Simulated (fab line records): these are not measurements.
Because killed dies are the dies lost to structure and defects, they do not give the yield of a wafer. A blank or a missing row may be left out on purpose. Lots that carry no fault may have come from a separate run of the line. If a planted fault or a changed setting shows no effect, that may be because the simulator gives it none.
A sampling plan put to the test | flow gf180mcu | each of the 18 faults these records tell of, on one fab line, judged from the records of the lots it struck
The plan consists of the line's own looks: route steps at which the wafer is read by a gauge or an inspection but not changed. Where struck wafers have a number at a look and the file lists that look's usual mean and standard deviation on fault-free wafers, the look can be judged. Caught: the struck wafers' mean, at a look after the fault's first step, is 4 or more of those standard deviations (sigma) away from the usual mean. On the tool: the identical test, applied to the tool's own readings at the steps of the fault. Also counted as caught: the struck wafers showing another recipe, or a record that is empty for them alone.

## THE FAULTS, as the simulator had put them in
1. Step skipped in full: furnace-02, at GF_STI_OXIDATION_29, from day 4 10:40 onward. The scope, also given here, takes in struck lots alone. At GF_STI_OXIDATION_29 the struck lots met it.
2. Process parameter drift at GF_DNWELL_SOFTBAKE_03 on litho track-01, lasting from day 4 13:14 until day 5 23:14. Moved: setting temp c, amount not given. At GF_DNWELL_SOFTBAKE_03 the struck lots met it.
3. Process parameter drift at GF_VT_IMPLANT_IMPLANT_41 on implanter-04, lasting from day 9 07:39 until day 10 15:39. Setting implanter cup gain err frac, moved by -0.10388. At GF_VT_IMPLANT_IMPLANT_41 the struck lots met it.
4. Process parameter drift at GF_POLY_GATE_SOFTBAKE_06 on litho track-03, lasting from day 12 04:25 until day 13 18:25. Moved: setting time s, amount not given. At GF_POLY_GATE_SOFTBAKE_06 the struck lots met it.
5. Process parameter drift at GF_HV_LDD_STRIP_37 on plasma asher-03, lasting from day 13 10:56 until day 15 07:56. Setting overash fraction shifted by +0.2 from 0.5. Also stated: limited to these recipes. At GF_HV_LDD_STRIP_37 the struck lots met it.
6. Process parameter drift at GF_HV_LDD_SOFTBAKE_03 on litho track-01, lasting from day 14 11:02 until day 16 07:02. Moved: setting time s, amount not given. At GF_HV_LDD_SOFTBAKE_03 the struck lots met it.
7. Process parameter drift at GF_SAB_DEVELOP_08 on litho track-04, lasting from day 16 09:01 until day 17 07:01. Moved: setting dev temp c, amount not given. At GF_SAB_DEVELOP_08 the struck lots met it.
8. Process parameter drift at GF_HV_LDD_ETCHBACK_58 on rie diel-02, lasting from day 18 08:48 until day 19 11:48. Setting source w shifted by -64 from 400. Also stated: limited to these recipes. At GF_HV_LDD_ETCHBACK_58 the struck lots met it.
9. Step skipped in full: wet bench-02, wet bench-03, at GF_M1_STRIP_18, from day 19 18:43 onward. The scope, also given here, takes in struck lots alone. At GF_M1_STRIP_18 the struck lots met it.
10. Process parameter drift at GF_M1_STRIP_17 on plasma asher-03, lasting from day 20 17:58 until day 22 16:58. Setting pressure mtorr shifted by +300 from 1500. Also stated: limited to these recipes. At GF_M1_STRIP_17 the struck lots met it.
11. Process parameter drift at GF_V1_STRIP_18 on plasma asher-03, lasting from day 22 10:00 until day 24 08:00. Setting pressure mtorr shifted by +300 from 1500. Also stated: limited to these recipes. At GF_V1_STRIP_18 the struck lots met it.
12. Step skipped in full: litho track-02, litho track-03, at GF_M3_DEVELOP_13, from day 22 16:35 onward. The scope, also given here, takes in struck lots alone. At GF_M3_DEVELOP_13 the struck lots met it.
13. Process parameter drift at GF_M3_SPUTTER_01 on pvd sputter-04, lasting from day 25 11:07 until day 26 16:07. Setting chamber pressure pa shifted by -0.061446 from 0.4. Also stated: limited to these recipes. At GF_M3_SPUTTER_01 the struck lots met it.
14. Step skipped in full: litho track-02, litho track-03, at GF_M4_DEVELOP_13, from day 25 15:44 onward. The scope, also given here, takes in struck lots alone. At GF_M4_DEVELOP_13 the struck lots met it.
15. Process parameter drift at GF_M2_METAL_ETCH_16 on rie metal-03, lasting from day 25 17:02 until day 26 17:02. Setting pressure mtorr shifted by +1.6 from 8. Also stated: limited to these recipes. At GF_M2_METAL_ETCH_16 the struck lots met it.
16. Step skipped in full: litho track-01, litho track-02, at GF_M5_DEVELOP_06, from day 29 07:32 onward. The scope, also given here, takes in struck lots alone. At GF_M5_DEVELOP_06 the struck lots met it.
17. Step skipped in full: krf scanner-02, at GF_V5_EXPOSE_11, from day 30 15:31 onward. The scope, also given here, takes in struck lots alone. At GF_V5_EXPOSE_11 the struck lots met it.
18. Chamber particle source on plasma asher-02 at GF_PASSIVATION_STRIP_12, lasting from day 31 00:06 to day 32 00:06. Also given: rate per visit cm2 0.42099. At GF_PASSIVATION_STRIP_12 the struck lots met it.

## WHAT THE PLAN SAW
fault | on the tool itself                               | first look that catches it                      | reading, sigma | median hours from its first step to that look | hours from the fault's start to the first struck lot there | judged looks passed uncaught
1     | the tool's record is blank for the struck wafers | no look after it can be judged                  | -              | -                                             | -                                                          | 0
2     | plate temp C -14 sigma                           | none of the 2 looks that can be judged after it | -              | -                                             | -                                                          | 2
3     | beam on s +5.4 sigma                             | no look after it can be judged                  | -              | -                                             | -                                                          | 0
4     | run length s +75 sigma                           | not the one look that can be judged after it    | -              | -                                             | -                                                          | 1
5     | oes product au -12 sigma                         | no look after it can be judged                  | -              | -                                             | -                                                          | 0
6     | run length s +81 sigma                           | none of the 2 looks that can be judged after it | -              | -                                             | -                                                          | 2
7     | developer temp C -5.6 sigma                      | none of the 3 looks that can be judged after it | -              | -                                             | -                                                          | 3
8     | rf fwd power W -42 sigma                         | no look after it can be judged                  | -              | -                                             | -                                                          | 0
9     | the tool's record is blank for the struck wafers | not the one look that can be judged after it    | -              | -                                             | -                                                          | 1
10    | chamber pressure mTorr +99 or beyond sigma       | no look after it can be judged                  | -              | -                                             | -                                                          | 0
11    | chamber pressure mTorr +99 or beyond sigma       | no look after it can be judged                  | -              | -                                             | -                                                          | 0
12    | the tool's record is blank for the struck wafers | no look after it can be judged                  | -              | -                                             | -                                                          | 0
13    | chamber pressure pa -55 sigma                    | not the one look that can be judged after it    | -              | -                                             | -                                                          | 1
14    | the tool's record is blank for the struck wafers | no look after it can be judged                  | -              | -                                             | -                                                          | 0
15    | chamber pressure mTorr +99 or beyond sigma       | no look after it can be judged                  | -              | -                                             | -                                                          | 0
16    | the tool's record is blank for the struck wafers | no look after it can be judged                  | -              | -                                             | -                                                          | 0
17    | no reading that can be judged                    | no look after it can be judged                  | -              | -                                             | -                                                          | 0
18    | under 2 sigma                                    | no look after it can be judged                  | -              | -                                             | -                                                          | 0
Dash: fault not caught, or number not given in these records.

Caught at a look: 0 of 18. Caught on the tool: 16 of 18. By one or the other: 16 of 18.
On the tool alone, faults 1, 2, 3, 4, 5, 6, 7, 8, 9, 10, 11, 12, 13, 14, 15, 16 were caught.
Caught by neither: faults 17, 18.
